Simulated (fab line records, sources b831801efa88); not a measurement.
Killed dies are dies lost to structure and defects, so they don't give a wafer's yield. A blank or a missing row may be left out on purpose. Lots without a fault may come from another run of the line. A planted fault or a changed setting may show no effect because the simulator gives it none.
Chamber matching | flow sky130 | SKY_VIA1_ETCH_15 on rie_diel-04: 4 sister chambers
The step etches SiO2 in C4F8/O2/Ar, stops on TiN, target depth 351 nm, time 54 s. 8 wafers are shown with their chamber, then 11 later ones without.

WAFERS WITH THEIR CHAMBER
wafer  | chamber | oes_product_au (a.u.) | chamber_pressure_mTorr (mTorr)
L080.5 | 3       | 0.985                 | 39.94
L079.3 | 1       | 0.979                 | 39.98
L079.6 | 0       | 0.980                 | 40.04
L083.3 | 1       | 0.988                 | 39.97
L085.1 | 3       | 0.984                 | 39.96
L085.4 | 2       | 0.980                 | 40.00
L085.5 | 2       | 0.982                 | 40.10
L086.2 | 0       | 0.970                 | 39.92

WAFERS WITHOUT THEIR CHAMBER
wafer  | oes_product_au (a.u.) | chamber_pressure_mTorr (mTorr)
L086.3 | 0.981                 | 40.02
L086.4 | 0.973                 | 40.06
L094.2 | 0.977                 | 39.99
L094.3 | 0.981                 | 39.95
L094.5 | 0.987                 | 40.00
L093.1 | 0.988                 | 40.06
L093.3 | 0.982                 | 39.97
L093.5 | 0.978                 | 40.03
L096.1 | 0.982                 | 40.03
L096.2 | 0.971                 | 39.96
L096.4 | 0.973                 | 40.03

WHICH CHAMBER EACH WENT THROUGH
wafer  | from the rows above               | in truth
L086.3 | can't be placed: 2 or 1 or 0 or 3 | 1
L086.4 | can't be placed: 0 or 2 or 1 or 3 | 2
L094.2 | can't be placed: 0 or 2 or 1 or 3 | 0
L094.3 | can't be placed: 1 or 3 or 0 or 2 | 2
L094.5 | can't be placed: 1 or 3 or 2 or 0 | 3
L093.1 | can't be placed: 2 or 1 or 3 or 0 | 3
L093.3 | can't be placed: 1 or 3 or 2 or 0 | 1
L093.5 | can't be placed: 2 or 0 or 1 or 3 | 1
L096.1 | can't be placed: 2 or 1 or 3 or 0 | 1
L096.2 | can't be placed: 0 or 1 or 2 or 3 | 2
L096.4 | can't be placed: 0 or 2 or 1 or 3 | 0
Placed correctly: 0 of 11. Can't be placed from these rows: 11 (the true chamber is among the candidates in 11). Placed wrongly: 0.
How it was worked out, from the rows above alone: a wafer's distance from a chamber is the root of the sum, over the readings, of the square of ((its reading less the chamber's mean) divided by the reading's scatter). The wafer belongs to the nearest chamber; if the next one is less than 2 further off, it can't be placed. A chamber's mean is the mean of its shown wafers. The scatter: the root of (the sum of the squares of (reading less its chamber's mean) over the shown wafers, divided by (wafers less chambers)).
